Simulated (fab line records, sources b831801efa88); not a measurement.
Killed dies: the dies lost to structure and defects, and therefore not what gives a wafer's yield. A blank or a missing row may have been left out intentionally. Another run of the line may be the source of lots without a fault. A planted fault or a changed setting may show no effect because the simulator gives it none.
2 desks looking at one fault + flow sky130 + each desk has only its own numbers; what lay behind them comes last

== FOR THE TOOL OWNER'S DESK: hdpcvd-02 ==
The tool's own readings at SKY_VIA4_HDPCVD_00 (deposits SiO2, target thk 1750 nm, time 291.7 s): means of the sampled wafers that have a number, for each lot that ran on this tool. The brackets show how far a lot's mean lies from the usual mean; more than 4 standard deviations puts the lot out of limits, marked OUT.
Columns: A = run length s at SKY_VIA4_HDPCVD_00, usual 319.5 s
| lot  | first seen here | A                       |
|------|-----------------|-------------------------|
| L647 | day 41 23:37    | 319.5                   |
| L648 | day 42 05:53    | 319.4                   |
| L650 | day 43 01:20    | 318.9                   |
| L651 | day 43 03:58    | 319.4                   |
| L652 | day 43 11:26    | 319.7                   |
| L654 | day 43 20:06    | 390.9 (+99 or more) OUT |
| L664 | day 47 06:55    | 319.3                   |
| L668 | day 47 18:50    | 319.1                   |
| L669 | day 47 23:32    | 319.3                   |
This desk's finding: out of limits on L654; first on L654, day 43 20:06 (run length s at SKY_VIA4_HDPCVD_00). In limits: L647, L648, L650, L651, L652, L664, L668, L669.

== THE METROLOGY DESK ==
What the gauges read, lot by lot, whatever tool the lot ran on: means of the sampled wafers that have a number. The brackets show how far a lot's mean lies from the usual mean; more than 4 standard deviations puts the lot out of limits, marked OUT.
Columns: A = CAP2M_OVL at SKY_CAP2M_OVL_MEAS_12, usual 0.0 nm; B = VIA4_HDPCVD_THK at SKY_VIA4_THK_MEAS_01, usual 1755 nm
| lot  | first seen here | A    | B              |
|------|-----------------|------|----------------|
| L647 | day 40 21:29    | -0.9 | 1757           |
| L646 | day 40 21:47    | 1.9  | 1778           |
| L648 | day 41 04:31    | 0.0  | 1733           |
| L650 | day 42 00:07    | -1.1 | 1750           |
| L651 | day 42 02:55    | 0.3  | 1741           |
| L652 | day 42 10:31    | -1.2 | 1754           |
| L654 | day 42 19:40    | 0.0  | 2198 (+23) OUT |
| L663 | day 46 00:33    | -0.0 | 1730           |
| L666 | day 46 07:25    | -0.6 | 1743           |
| L664 | day 46 09:07    | -0.5 | 1765           |
| L668 | day 46 21:00    | -0.4 | 1753           |
| L669 | day 47 02:10    | 2.3  | 1767           |
This desk's finding: out of limits on L654; first on L654, day 43 20:13 (VIA4_HDPCVD_THK at SKY_VIA4_THK_MEAS_01). In limits: L647, L646, L648, L650, L651, L652, L663, L666, L664, L668, L669.

== BROUGHT TOGETHER ==
At day 43 20:06, on L654, the tool owner's desk was in a position to raise an alarm.
An alarm was possible from the metrology desk at day 43 20:13, on L654.
Every lot named ran SKY_VIA4_HDPCVD_00 on hdpcvd-02.

== WHAT WAS PUT IN BY THE SIMULATOR ==
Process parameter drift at SKY_VIA4_HDPCVD_00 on hdpcvd-02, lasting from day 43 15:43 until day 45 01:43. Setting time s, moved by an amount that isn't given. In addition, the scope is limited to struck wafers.
Shown lots that were struck: L654.
Hours from the fault's start to each desk's first reading out of limits: the tool owner's desk, 4; the metrology desk, 4.
